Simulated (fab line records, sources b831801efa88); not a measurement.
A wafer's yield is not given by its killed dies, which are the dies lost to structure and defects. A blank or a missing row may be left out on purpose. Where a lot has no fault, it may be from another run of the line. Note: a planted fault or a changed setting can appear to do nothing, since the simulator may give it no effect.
Which of the tools did it?	flow gf180mcu	route of 602 steps, sampled at 1 step: 6 lots, 18 wafers

## WHAT THE GAUGES SHOWED, per wafer
GF_POLY_GATE_OVL_MEAS_11.
lot	measured	on	POLY_GATE_OVL (nm)
L667	day 9 09:04	overlay-02	-3 -5 -5
L678	day 12 10:52	overlay-02	3 3 3
L680	day 12 20:34	overlay-02	5 8 3
L685	day 14 13:22	overlay-01	-8 -14 -7
L688	day 15 10:55	overlay-02	2 1 -1
L690	day 16 00:21	overlay-02	1 2 -5

## WHICH TOOL RAN EACH LOT (tool, then ch and the chambers of the sampled wafers, then the start)
The record holds no process step before these readings.

## THE ANSWER, worked out from the rows above alone
Rule: what is usual is taken from the lots themselves. The widest of any qualifying gaps counts: lots, ordered by their means at a reading, are off when they make up no more than a third of the lots, leave a main group of 4 or more, and stand apart from it by 3 or more times the standard deviation of that group's means. The tables above print the reading to a certain number of digits; a main group whose means all agree to those digits is not used. Also off: a lot with no number at a reading for which 4 or more lots have one. All remaining lots with rows at the step are treated as sound.
Nothing can be told from this: no lot is off at any reading shown.

## WHAT THE SIMULATOR HAD INSERTED
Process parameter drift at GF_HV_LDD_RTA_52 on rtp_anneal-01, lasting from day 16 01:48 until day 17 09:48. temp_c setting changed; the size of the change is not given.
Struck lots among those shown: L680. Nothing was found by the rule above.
